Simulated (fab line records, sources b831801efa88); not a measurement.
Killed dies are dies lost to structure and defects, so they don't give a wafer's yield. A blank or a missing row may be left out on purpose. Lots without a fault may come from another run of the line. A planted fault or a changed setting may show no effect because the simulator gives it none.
A struck lot beside a sound one | flow gf180mcu | 15 steps out of a route of 602
Sound: wafers L825.1, L825.2, L825.4. Struck: wafers L842.2, L842.4, L842.6. The cause comes at the end.
At each step with rows: each side's tool, then ch and its chambers, then its first start. Under that, the readings that differ: sound wafers | struck wafers | difference of the means | sigmas: that difference in standard deviations of wafers without a fault.
alike: readings whose means differ by less than 2 such deviations, and words and numbers that are the same on both sides. not compared: withheld readings, readings that some wafer has no value for, bounds like >300 that may hide the same value, and numbers for which the record gives no deviation and whose values overlap.
The two part at a step that has a row with sigmas, a row that says differs or no value, or rows on one side only. Numbers that don't overlap but have no deviation are shown without sigmas and don't part them. A reading that every wafer of one side lacks parts them only if that side has two wafers or more.

first, 6 steps without rows for these wafers: GF_M3_HMDS_08 (prime time 60 s); GF_M3_COAT_09 (resist thk 1000 nm); GF_M3_SOFTBAKE_10 (time 60 s); GF_M3_EXPOSE_11 (exposes mask Metal3, target cd 280 nm); GF_M3_PEB_12 (peb time 90 s); GF_M3_DEVELOP_13 (develop time 60 s).
GF_M3_CD_MEAS_14: target cd 280 nm.
  sound on cd_sem-01, day 22 04:59; struck on cd_sem-02, day 27 17:57
  alike: cd_nm
GF_M3_OVL_MEAS_15:
  sound on overlay-01, day 22 05:07; struck on overlay-01, day 27 18:03
  alike: M3_OVL
GF_M3_METAL_ETCH_16: etches the open film in Cl2/BCl3, stops on SiO2, target depth 627.5 nm, time 104.6 s.
  sound on rie_metal-01 ch 0,1, day 22 05:09; struck on rie_metal-04 ch 0,1, day 27 18:05
  alike: drypump_motor_current_A, oes_product_au, rf_fwd_power_W, throttle_valve_pct
  not compared: rf_hours_counter_h
GF_M3_STRIP_17: strips in O2/N2.
  sound on plasma_asher-02 ch 0,1, day 22 05:16; struck on plasma_asher-02 ch 0,1, day 27 18:11
  alike: drypump_motor_current_A, heater_power_w, oes_product_au, platen_temp_c, strip_time_to_endpoint_s
  not compared: rf_hours_counter_h
then, 2 steps without rows for these wafers: GF_M3_STRIP_18 (strips in post etch residue remover, time 1200 s); GF_M3_CLEAN_19 (cleans in DIW).
GF_V3_CVD_00: deposits SiO2, target thk 600 nm, time 100 s.
  sound on hdpcvd-01 ch 0,1, day 22 05:48; struck on hdpcvd-01 ch 1, day 27 18:44
  reading                             | sound             | struck            | difference | sigmas
  sih4_flow_sccm (sccm)               | 60.01 59.82 59.89 | 51.07 50.64 50.92 | -9.03      | -48
  model.SiO2_of_V3_CVD_00.thk_nm (nm) | 589.6 601.3 601.5 | 515.6 510.8 517.2 | -82.9      |
GF_V3_THK_MEAS_01:
  sound on film_metro-04, day 22 05:52; struck on film_metro-01, day 27 18:50
  reading            | sound       | struck      | difference | sigmas
  V3_CVD_00_THK (nm) | 590 601 602 | 516 511 517 | -83        | -13
GF_V3_CVD_02: deposits SiO2 from TEOS, target thk 850 nm, time 94.851 s.
  sound on pecvd-01 ch 0,2, day 22 05:56; struck on pecvd-03 ch 0,1,2, day 27 18:53
  alike: heater_power_w, rf_fwd_power_W
  not compared: since_wet_clean_h

WHERE THEY PART
First at GF_V3_CVD_00; last, within this record, at GF_V3_THK_MEAS_01. Later steps at which nothing parts them and some readings are alike: GF_V3_CVD_02.

WHY: what the simulator had put in
Process parameter drift: hdpcvd-01, from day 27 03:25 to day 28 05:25, at GF_V3_CVD_00. Setting sih4_flow_sccm, moved by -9, from 60. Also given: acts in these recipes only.
